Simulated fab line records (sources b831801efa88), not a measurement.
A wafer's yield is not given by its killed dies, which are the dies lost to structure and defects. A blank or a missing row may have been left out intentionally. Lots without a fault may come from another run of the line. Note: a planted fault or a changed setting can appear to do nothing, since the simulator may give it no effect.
8D (eight disciplines) problem report, filled in by code ; flow gf180mcu ; the parts of the form that need people (team, actions taken, sign-off) are left out

## 1. WHAT WENT WRONG
Across 6 wafers from 2 lots, HV_LDD_2_TW at GF_HV_LDD_TW_MEAS_23 averages 1144, while fault-free wafers read 1057 with a standard deviation of 9.1. That puts it +9.6 standard deviations away from the usual mean.
The first sign was on wafer L353.3 at day 12 13:01, on film-metro-01. The record holds 39 wafers of 13 lots with a number at this step. The rule behind "out" and "out of limits": a value lying over 4 standard deviations away from the usual mean. All remaining wafers that have a number are taken as sound.

## 2. WHAT IT IS, AND WHAT IT ISN'T
question;is;is not
which readings at this step;HV_LDD_2_TW;-
which lots;L353, L357;L347, L348, L349, L358, L360, L362, L363, L364, L366, L368, L370
which wafers of those lots;all that have a number;-
read on which gauges;film-metro-01;film-metro-03, film-metro-04
when;from day 12 13:01;"up to then (9 sound wafers); but 24 sound wafers of L358, L360, L362, L363, L364, L366, L368, L370 came after"

## 3. SUSPECTS, AND WHAT RULES EACH OUT
Counting: a tool at any process step up to the reading remains a suspect when it ran all the lots that are out and ran no sound lot after the first of those.
- the gauge at GF_HV_LDD_TW_MEAS_23: ruled out. All the wafers that are out were read on film-metro-01, but those of them that GF_HV_LDD_IMPLANT_21 has rows for are out there too, on other tools.
- implanter-02 at GF_HV_LDD_IMPLANT_21: ruled out as a lasting fault. Sound lots L364, L368, L370 ran on it after its first lot that is out, L353 (day 12 12:48).
Left after counting: nothing in the record.

## 4. THE CAUSE (what the simulator had put in)
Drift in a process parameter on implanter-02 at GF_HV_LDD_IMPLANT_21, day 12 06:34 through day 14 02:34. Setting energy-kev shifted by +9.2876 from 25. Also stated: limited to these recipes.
It was ruled out by counting, in error; the rule expects a fault to strike all lots run on its tool from its start on, and this fault did not.

## 5. THE CHAIN OF EFFECTS, in route order
Each row: a reading where the mean over the struck wafers with a number is more than 3 standard deviations away from the usual. Only readings for which the record gives a usual standard deviation are gone through. hours: the time from each lot's start at the first step in this table that gives one to its start at this step, as a median over the lots. sigmas: the change in usual standard deviations.
hours;step;reading;usual;on struck wafers;change;sigmas
0;GF_HV_LDD_IMPLANT_21;beam-energy-keV;25.000;34.282;+9.282;+99 or more
0;GF_HV_LDD_TW_MEAS_23;HV_LDD_2_TW;1057;1144;+87;+9.6
The process steps in it:
- GF_HV_LDD_IMPLANT_21
Later measuring or inspecting steps at which every struck wafer that the step has a row for has a number for every such reading, and none has moved that far: GF_SALICIDE_RS_MEAS_04.

## 6. WHAT WOULD HAVE CAUGHT IT SOONER
Counted from the fault's start at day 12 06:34, it took 6 hours until the first out-of-limits reading at a measuring or inspecting step in this record, taken at day 12 13:01.
Tool's own readings at GF_HV_LDD_IMPLANT_21, beam-energy-keV: out on all struck wafers the step has rows for; an alarm limit on them would have tripped on the first.
